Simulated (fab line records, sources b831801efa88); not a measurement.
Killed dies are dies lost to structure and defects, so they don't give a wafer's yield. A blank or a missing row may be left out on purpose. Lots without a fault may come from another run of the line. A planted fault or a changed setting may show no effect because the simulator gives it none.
Problem report in the 8D (eight disciplines) form, filled by code | flow sky130 | the parts of the form that need people (team, actions taken, sign-off) are left out

1. THE PROBLEM
DNWELL_TW at SKY_DNWELL_TW_MEAS_09 reads a mean of 1185 on 4 wafers of 3 lots; wafers without a fault read 1119 with a standard deviation of 11. That is +6.0 standard deviations from the usual mean.
First seen on wafer L925.1, day 6 00:01, on film_metro-03. The record holds 42 wafers of 15 lots with a number at this step. Rule for "out", or "out of limits": more than 4 standard deviations from the usual mean. The other wafers with a number count as sound.

2. WHAT IT IS AND WHAT IT IS NOT
question                    | is                             | is not
which readings at this step | DNWELL_TW                      | -
which lots                  | L925, L926, L928               | L914, L915, L916, L917, L918, L919, L923, L924, L930, L931, L932, L935
which wafers of those lots  | L925.1, L926.1, L926.2, L928.2 | L925.3, L928.3
read on which gauges        | film_metro-02, film_metro-03   | film_metro-04
when                        | from day 6 00:01               | up to then (25 sound wafers); but 13 sound wafers of L928, L930, L931, L932, L935 came after

3. SUSPECTS, AND WHAT RULES EACH OUT
Counting: a tool at a process step up to the reading stays a suspect if it ran every lot that is out. Sound lots after the first of them don't rule it out here, since some wafers of a struck lot are sound.
- the gauge at SKY_DNWELL_TW_MEAS_09: ruled out. The wafers that are out were read on 2 gauges (film_metro-02, film_metro-03).
- implanter-03 at SKY_DNWELL_IMPLANT_07: kept. It ran every lot that is out, first L925 (day 5 23:46); its last sound lot up to then is L918 (day 4 01:44).
Left after counting: implanter-03 at SKY_DNWELL_IMPLANT_07.

4. THE CAUSE (what the simulator had put in)
Process parameter drift: implanter-03, from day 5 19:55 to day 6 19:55, at SKY_DNWELL_IMPLANT_07. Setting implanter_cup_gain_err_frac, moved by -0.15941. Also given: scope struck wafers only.
Counting left only this tool.

5. THE CHAIN OF EFFECTS, in route order
Each row: a reading whose mean over the struck wafers that have a number lies more than 3 standard deviations from the usual. Only readings for which the record gives a usual standard deviation are gone through. hours: the time from each lot's start at the first step in this table that gives one to its start at this step, as a median over the lots. sigmas: the change in usual standard deviations.
hours | step                  | reading   | usual | on struck wafers | change | sigmas
0     | SKY_DNWELL_TW_MEAS_09 | DNWELL_TW | 1119  | 1185             | +66    | +6.0
Later measuring or inspecting steps at which every struck wafer that the step has a row for has a number for every such reading, and none has moved that far: SKY_NWELL_RS_MEAS_29, SKY_VT_ADJUST_LVTN_TW_MEAS_10.

6. WHAT WOULD HAVE CAUGHT IT SOONER
In this record the first reading out of limits at a measuring or inspecting step was taken at day 6 00:01, 4 hours after the fault began at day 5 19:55.
Of the lots that are out (3), L926, L928 began SKY_DNWELL_IMPLANT_07 on implanter-03 after day 6 00:01. A hold on the tool at that time would have spared those 2.
